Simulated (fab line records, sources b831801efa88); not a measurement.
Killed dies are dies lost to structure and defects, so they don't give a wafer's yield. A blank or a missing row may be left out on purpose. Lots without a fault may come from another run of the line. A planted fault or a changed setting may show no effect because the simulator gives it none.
A struck lot beside a sound one | flow sky130 | 15 steps out of a route of 708
Sound: wafers L512.1, L512.5, L512.6. Struck: wafers L516.1, L516.3. (L516.2 of the same lot was not struck and is left out.) The cause comes at the end.
At each step with rows: each side's tool, then ch and its chambers, then its first start. Under that, the readings that differ: sound wafers | struck wafers | difference of the means | sigmas: that difference in standard deviations of wafers without a fault.
alike: readings whose means differ by less than 2 such deviations, and words and numbers that are the same on both sides. not compared: withheld readings, readings that some wafer has no value for, bounds like >300 that may hide the same value, and numbers for which the record gives no deviation and whose values overlap.
The two part at a step that has a row with sigmas, a row that says differs or no value, or rows on one side only. Numbers that don't overlap but have no deviation are shown without sigmas and don't part them. A reading that every wafer of one side lacks parts them only if that side has two wafers or more.

SKY_METAL3_SPUTTER_01: material TiN, target thk 20 nm, time 16.7 s.
  sound on pvd_sputter-03, day 38 10:56; struck on pvd_sputter-04, day 39 16:07
  alike: throttle_valve_pct
SKY_METAL3_SPUTTER_02: material AlCu, target thk 735 nm, time 39.1 s.
  sound on pvd_sputter-03, day 38 10:58; struck on pvd_sputter-04, day 39 16:08
  alike: throttle_valve_pct
SKY_METAL3_SPUTTER_03: material Ti, target thk 5 nm, time 3.3 s.
  sound on pvd_sputter-03, day 38 11:00; struck on pvd_sputter-04, day 39 16:10
  reading                | sound          | struck    | difference | sigmas
  throttle_valve_pct (%) | 31.8 31.9 30.7 | 29.5 29.6 | -1.9       | -2
then, 1 step without rows for these wafers: SKY_METAL3_SPUTTER_04 (material TiN, target thk 70 nm, time 58.3 s).
SKY_CAPM_CVD_00: deposits SiO2, target thk 15.5 nm.
  sound on pecvd-03 ch 1,2, day 38 11:04; struck on pecvd-01 ch 0,2, day 39 16:14
  alike: heater_power_w
SKY_CAPM_THK_MEAS_01:
  sound on film_metro-04, day 38 11:05; struck on film_metro-03, day 39 16:16
  alike: CAPM_CVD_00_THK
SKY_CAPM_SPUTTER_02: material TiN, target thk 200 nm, time 166.7 s.
  sound on pvd_sputter-01, day 38 11:09; struck on pvd_sputter-02, day 39 16:19
  alike: throttle_valve_pct
SKY_CAPM_RS_MEAS_03: measures by four-point-probe.
  sound on film_metro-04, day 38 11:16; struck on film_metro-01, day 39 16:26
  alike: CAPM_TIN_RS
SKY_CAPM_THK_MEAS_04: measures by xrf.
  sound on film_metro-04, day 38 11:23; struck on film_metro-01, day 39 16:33
  alike: CAPM_TIN_THK
then, 3 steps without rows for these wafers: SKY_CAPM_DEHYDRATE_05 (time 60 s); SKY_CAPM_HMDS_06 (prime time 60 s); SKY_CAPM_COAT_07 (resist thk 1140 nm).
SKY_CAPM_SOFTBAKE_08: time 60 s.
  sound on litho_track-02 ch 0, day 38 23:28; struck on litho_track-04 ch 0, day 40 04:31
  reading                  | sound             | struck      | difference | sigmas
  heater_power_total_W (W) | 56.64 56.55 56.57 | 57.62 57.64 | +1.04      | +25
  run_length_s (s)         | 88.96 89.22 89.31 | 86.33 86.32 | -2.84      | -19
then, 1 step without rows for these wafers: SKY_CAPM_EXPOSE_09 (exposes mask CAPM, target cd 1000 nm).
-- the record jumps here: 8 days lie between the struck wafers' starts before and after (it left off in module CAPM and takes up again in module PAD_OPEN, whose first step shown is number 708 of the route) --
SKY_PAD_OPEN_PROBE_99:
  sound on prober-02, day 47 09:50; struck on prober-02, day 48 11:05
  alike: defect_limited_yield, killed_at_M0_to_M3, killed_at_M4_up, killed_at_contacts, killed_at_front_end, killed_at_other, killed_dies, killed_open, killed_short, sort_bin_3_pad_short, sort_bin_5_function, sort_bin_6_memory, sort_n_pass, sort_yield_pct

WHERE THEY PART
First at SKY_METAL3_SPUTTER_03; last, within this record, at SKY_CAPM_SOFTBAKE_08. Later steps at which nothing parts them and some readings are alike: SKY_PAD_OPEN_PROBE_99.

WHY: what the simulator had put in
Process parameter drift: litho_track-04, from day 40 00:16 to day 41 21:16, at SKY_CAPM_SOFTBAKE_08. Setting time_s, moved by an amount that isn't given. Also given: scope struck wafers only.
